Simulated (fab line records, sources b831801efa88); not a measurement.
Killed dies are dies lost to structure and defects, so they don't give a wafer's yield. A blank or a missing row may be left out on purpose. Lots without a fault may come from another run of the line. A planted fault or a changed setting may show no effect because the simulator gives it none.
Chamber matching | flow sky130 | SKY_VIA1_ETCH_15 on rie_diel-01: 4 sister chambers
The step etches SiO2 in C4F8/O2/Ar, stops on TiN, target depth 351 nm, time 54 s. 16 wafers are shown with their chamber, then 8 later ones without.

WAFERS WITH THEIR CHAMBER
wafer  | chamber | oes_product_au (a.u.)
L078.3 | 0       | 0.981
L078.5 | 1       | 0.978
L078.6 | 3       | 0.985
L082.1 | 0       | 0.978
L082.3 | 2       | 0.986
L082.5 | 3       | 0.977
L083.1 | 2       | 0.981
L083.2 | 3       | 0.982
L083.4 | 0       | 0.974
L088.2 | 2       | 0.985
L088.4 | 0       | 0.981
L088.6 | 0       | 0.979
L090.1 | 3       | 0.983
L090.3 | 0       | 0.988
L090.6 | 1       | 0.986
L092.1 | 1       | 0.981

SIGNATURES (means of the wafers above)
reading        | chamber 0 | chamber 1 | chamber 2 | chamber 3 | scatter within a chamber
oes_product_au | 0.98017   | 0.98167   | 0.98400   | 0.98175   | 0.00396
Rule: a wafer's distance from a chamber is the root of the sum, over the readings, of the square of ((its reading less the chamber's mean) divided by the reading's scatter). The wafer belongs to the nearest chamber; if the next one is less than 2 further off, it can't be placed. The scatter: the root of (the sum of the squares of (reading less its chamber's mean) over the shown wafers, divided by (wafers less chambers)).

WAFERS WITHOUT THEIR CHAMBER
wafer  | oes_product_au (a.u.)
L092.2 | 0.991
L092.6 | 0.980
L093.3 | 0.972
L093.4 | 0.992
L093.5 | 0.984
L097.2 | 0.974
L097.4 | 0.968
L097.6 | 0.980

WHICH CHAMBER EACH WENT THROUGH
wafer  | from the rows above               | in truth
L092.2 | can't be placed: 2 or 3 or 1 or 0 | 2
L092.6 | can't be placed: 0 or 1 or 3 or 2 | 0
L093.3 | can't be placed: 0 or 1 or 3 or 2 | 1
L093.4 | can't be placed: 2 or 3 or 1 or 0 | 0
L093.5 | can't be placed: 2 or 3 or 1 or 0 | 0
L097.2 | can't be placed: 0 or 1 or 3 or 2 | 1
L097.4 | can't be placed: 0 or 1 or 3 or 2 | 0
L097.6 | can't be placed: 0 or 1 or 3 or 2 | 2
Placed correctly: 0 of 8. Can't be placed from these rows: 8 (the true chamber is among the candidates in 8). Placed wrongly: 0.
